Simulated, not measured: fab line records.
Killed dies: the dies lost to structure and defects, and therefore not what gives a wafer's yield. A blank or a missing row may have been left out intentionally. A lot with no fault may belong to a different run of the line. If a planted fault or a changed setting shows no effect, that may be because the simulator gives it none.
Struck lot and sound lot, side by side | flow sky130 | 15 steps out of a route of 708
Sound: wafers L881.4, L881.5, L881.6. The struck wafers were L885.1, L885.2, L885.5. The cause is named last.
Per side, at each step with rows, come the tool, then ch with its chambers, and then its first start. Under that, the readings that differ: sound wafers | struck wafers | difference of the means | sigmas: that difference in standard deviations of wafers without a fault.
alike: a reading whose means differ by less than 2 such deviations, as well as words and numbers matching on both sides. not compared: withheld readings; readings where some wafer has no value; bounds like >300 that might hide an equal value; numbers whose values overlap and for which the record gives no deviation.
Wherever a step has rows on one side only, a row that says differs or no value, or a row with sigmas, the two part there. Numbers that don't overlap but have no deviation are shown without sigmas and don't part them. Lack of a reading on every wafer of one side parts them only where that side has two or more wafers.

first, 5 steps without rows for these wafers: SKY_CAP2M_COAT_07 (resist thk 1140 nm); SKY_CAP2M_SOFTBAKE_08 (time 60 s); SKY_CAP2M_EXPOSE_09 (exposes mask CAP2M, target cd 1000 nm); SKY_CAP2M_PEB_10; SKY_CAP2M_DEVELOP_11 (develop time 60 s).
SKY_CAP2M_OVL_MEAS_12:
  sound: overlay-01 at day 43 22:14; struck: overlay-01 at day 44 13:40
  reading        | sound        | struck         | difference | sigmas
  CAP2M_OVL (nm) | 1.1 1.2 -0.3 | -4.0 -4.4 -2.5 | -4.3       | -3
SKY_CAP2M_METAL_ETCH_13: etches TiN in Cl2/BCl3, stops on SiO2, target depth 220 nm, time 62.9 s.
  sound on rie metal-02 ch 0,1, day 43 22:17; struck on rie metal-04 ch 0,1, day 44 13:42
  alike: drypump motor current A, oes product au, throttle valve pct
  not compared: rf hours counter h
SKY_CAP2M_STRIP_14: strips in O2/N2.
  sound on plasma asher-01 ch 0,1, day 43 22:22; struck on plasma asher-01 ch 0,1, day 44 13:46
  alike: drypump motor current A, oes product au, strip time to endpoint s
  not compared: rf hours counter h
then, 4 steps without rows for these wafers: SKY_CAP2M_STRIP_15 (strips in post etch residue remover, time 1200 s); SKY_CAP2M_CLEAN_16 (cleans in IPA, time 180 s); SKY_CAP2M_CLEAN_17 (cleans in O3/DIW); SKY_METAL4_DEHYDRATE_05 (time 60 s).
SKY_METAL4_HMDS_06: prime time 60 s.
  sound on litho track-01 ch 0, day 44 10:21; struck on litho track-01 ch 0, day 44 23:34
  reading          | sound                | struck               | difference | sigmas
  prime temp c (C) | 120.02 120.00 119.96 | 113.65 113.65 113.62 | -6.35      | -53
then, 1 step without rows for these wafers: SKY_METAL4_COAT_07 (resist thk 60 nm).
-- the record jumps here: 4 days lie between the struck wafers' starts before and after (it left off in module METAL4 and takes up again in module PAD_OPEN, whose first step shown is number 708 of the route) --
SKY_PAD_OPEN_PROBE_99:
  sound: prober-02 at day 48 13:26; struck: prober-01 at day 48 22:30
  alike: defect limited yield, killed_at_M0_to_M3, killed_at_M4_up, killed at contacts, killed at front end, killed at other, killed dies, killed open, killed short, sort_bin_3_pad_short, sort_bin_5_function, sort_bin_6_memory, sort n pass, sort yield pct

== WHERE THEY PART ==
Earliest at SKY_CAP2M_OVL_MEAS_12; latest, in this record, at SKY_METAL4_HMDS_06. Later steps at which nothing parts them and some readings are alike: SKY_PAD_OPEN_PROBE_99.

WHY: whatever the simulator had introduced
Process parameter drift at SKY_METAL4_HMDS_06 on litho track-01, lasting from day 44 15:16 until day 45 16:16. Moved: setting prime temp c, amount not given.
